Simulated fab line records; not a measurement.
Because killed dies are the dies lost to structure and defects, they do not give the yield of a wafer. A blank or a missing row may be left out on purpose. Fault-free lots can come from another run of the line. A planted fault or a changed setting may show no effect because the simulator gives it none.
A lot that was struck, set against a sound lot | flow gf180mcu | 17 steps out of a route of 602
Sound: the wafers L293.1, L293.4, L293.5. Wafers struck: L285.2, L285.3, L285.4. Last of all comes the cause.
Order at every step that has rows: each side's tool, ch and its chambers, its first start. Under that, the readings that differ: sound wafers | struck wafers | difference of the means | sigmas: that difference in standard deviations of wafers without a fault.
alike: same words and numbers on both sides, and readings whose means sit less than 2 such deviations apart. not compared: any withheld reading, any reading some wafer has no value for, any bound like >300 that may hide the same value, and any number with overlapping values for which the record gives no deviation.
A row with sigmas, a row that says differs or no value, or rows on one side alone: a step with any of these is where the two part. Numbers that don't overlap but have no deviation are shown without sigmas and don't part them. A reading missing from all wafers of one side parts the sides only when that side holds two or more wafers.

first, 6 steps without rows for these wafers: GF_M1_HMDS_08 (prime time 60 s); GF_M1_COAT_09 (resist thk 1000 nm); GF_M1_SOFTBAKE_10 (time 60 s); GF_M1_EXPOSE_11 (exposes mask Metal1, target cd 230 nm); GF_M1_PEB_12 (peb time 90 s); GF_M1_DEVELOP_13 (develop time 60 s).
GF_M1_CD_MEAS_14 targets a cd of 230 nm.
  sound on cdSem-01 at day 23 12:51; struck on cdSem-02 at day 20 12:11
  alike: cdNm
GF_M1_OVL_MEAS_15:
  sound on overlay-01 at day 23 12:58; struck on overlay-02 at day 20 12:17
  alike: M1_OVL
GF_M1_METAL_ETCH_16: etches the open film in Cl2/BCl3, stops on SiO2, target depth 627.5 nm, time 104.6 s.
  sound on rieMetal-03 ch 0, day 23 13:00; struck on rieMetal-02 ch 0,1, day 20 12:19
  alike: drypumpMotorCurrentA, oesProductAu, throttleValvePct
  not compared: rfHoursCounterH
GF_M1_STRIP_17: strips in O2/N2.
  sound on plasmaAsher-04 ch 1, day 23 13:07; struck on plasmaAsher-01 ch 0,1, day 20 12:26
  alike: drypumpMotorCurrentA, heaterPowerW, n2FlowSccm, oesProductAu, stripTimeToEndpointS
  not compared: rfHoursCounterH
then, 2 steps without rows for these wafers: GF_M1_STRIP_18 (strips in post etch residue remover, time 1200 s); GF_M1_CLEAN_19 (cleans in DIW).
GF_V1_CVD_00: deposits SiO2, target thk 600 nm, time 100 s.
  sound on hdpcvd-02 ch 0,2, day 23 13:39; struck on hdpcvd-02 ch 0,1,2, day 20 12:58
  no value came back on the struck wafers for pressureMtorr (mTorr), runLengthS (s); on the sound wafers pressureMtorr (mTorr) reads 6.014 5.991 5.983
GF_V1_CVD_02: deposits SiO2 from TEOS, target thk 850 nm, time 94.851 s.
  sound on pecvd-04 ch 1,2, day 23 13:49; struck on pecvd-01 ch 0,2, day 20 13:05
  alike: heaterPowerOuterW, heaterPowerW
GF_V1_CMP_04: polishes SiO2.
  sound on cmp-02 ch 0,2,3, day 23 14:02; struck on cmp-01 ch 0,1,2, day 20 13:13
  alike: motorCurrentA
GF_V1_BOW_MEAS_05:
  sound on filmMetro-04 at day 23 14:14; struck on filmMetro-04 at day 20 13:32
reading     | sound    | struck   | difference | sigmas
V1_BOW (um) | 79 73 75 | 51 44 54 | -26        | -3
then, 1 step without rows for these wafers: GF_V1_DEHYDRATE_06 (time 60 s).

== WHERE THEY PART ==
At GF_V1_CVD_00 first; at GF_V1_BOW_MEAS_05 last (within this record only).

WHY: what the simulator had put in
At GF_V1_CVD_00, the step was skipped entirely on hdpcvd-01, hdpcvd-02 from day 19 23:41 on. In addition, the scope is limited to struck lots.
